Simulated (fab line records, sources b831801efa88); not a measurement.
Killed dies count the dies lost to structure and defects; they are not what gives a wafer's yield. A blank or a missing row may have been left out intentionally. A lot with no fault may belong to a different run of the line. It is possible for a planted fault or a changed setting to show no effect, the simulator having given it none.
Problem report in the 8D (eight disciplines) form, filled by code | flow sky130 | the parts of the form that need people (team, actions taken, sign-off) are left out

## 1. PROBLEM STATEMENT
Wafers without a fault read 379.4 nm, standard deviation 2.5; cd-nm at SKY_SD_P_CD_MEAS_07 reads a mean of 272.6 nm on 6 wafers belonging to 2 lots. Relative to the usual mean, that is a shift of -43 standard deviations.
The step: target cd 380 nm.
The first sign was on wafer L543.3 at day 29 23:15, on cd-sem-01. The record has a number at this step for 36 wafers belonging to 12 lots. The rule behind "out" and "out of limits": a value lying over 4 standard deviations away from the usual mean. The other wafers with a number count as sound.

## 2. WHAT IT IS AND WHAT IT IS NOT
question                    | is                     | is not
which readings at this step | cd-nm                  | -
which lots                  | L542, L543             | L531, L532, L533, L534, L535, L536, L547, L548, L549, L552
which wafers of those lots  | all that have a number | -
read on which gauges        | cd-sem-01, cd-sem-02   | -
when                        | from day 29 23:15      | up to then (18 sound wafers); but 12 sound wafers of L547, L548, L549, L552 came after

## 3. THE SUSPECTS, EACH WITH WHAT RULES IT OUT
Counting: a tool at any process step up to the reading remains a suspect when it ran all the lots that are out and ran no sound lot after the first of those.
- the gauge at SKY_SD_P_CD_MEAS_07 has been ruled out. Those wafers that are out were read across 2 gauges (cd-sem-01, cd-sem-02).
- plasma-asher-01 at SKY_LDD_HVN_STRIP_09 (strips in O2/N2): ruled out as a lasting fault. Following L543 (day 25 01:26), the first lot on it that is out, the sound lots L549, L552 were run on it.
- rie-diel-04 at SKY_SPACER_ETCHBACK_02 (etches Si3N4 in CH3F/O2, stops on SiO2, time 46.7 s, target depth 45 nm): ruled out as a lasting fault. Following L543 (day 27 13:29), the first lot on it that is out, the sound lots L547, L549, L552 were run on it.
- litho-track-03 at SKY_SD_P_DEVELOP_06 (develop time 60 s): kept. It ran every lot that is out, first L543 (day 29 23:07), and no sound lot after that; its last sound lot up to then is L535 (day 27 20:34).
The count leaves litho-track-03 at SKY_SD_P_DEVELOP_06.

## 4. THE CAUSE (what the simulator had put in)
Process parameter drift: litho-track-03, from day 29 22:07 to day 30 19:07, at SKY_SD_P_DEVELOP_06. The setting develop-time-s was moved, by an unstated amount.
The count eliminated every tool but this one.

## 5. THE EFFECT CHAIN, in route order
One row per reading whose mean, taken over the struck wafers that have a number, lies over 3 standard deviations from the usual. Scope: only readings with a usual standard deviation given in the record; hours: median across lots of the time from each lot's start at the first step in this table that gives one to its start at this step; sigmas: change in usual standard deviations.
hours | step                | reading | usual    | on struck wafers | change | sigmas
0     | SKY_SD_P_CD_MEAS_07 | cd-nm   | 379.4 nm | 272.6            | -106.8 | -43

## 6. WHAT WOULD HAVE CAUGHT IT SOONER
In this record the first reading out of limits at a measuring or inspecting step was taken at day 29 23:15, 1 hour after the fault began at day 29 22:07.
Of the lots that are out (2), L542 began SKY_SD_P_DEVELOP_06 on litho-track-03 after day 29 23:15. Putting the tool on hold at that point would have spared it.
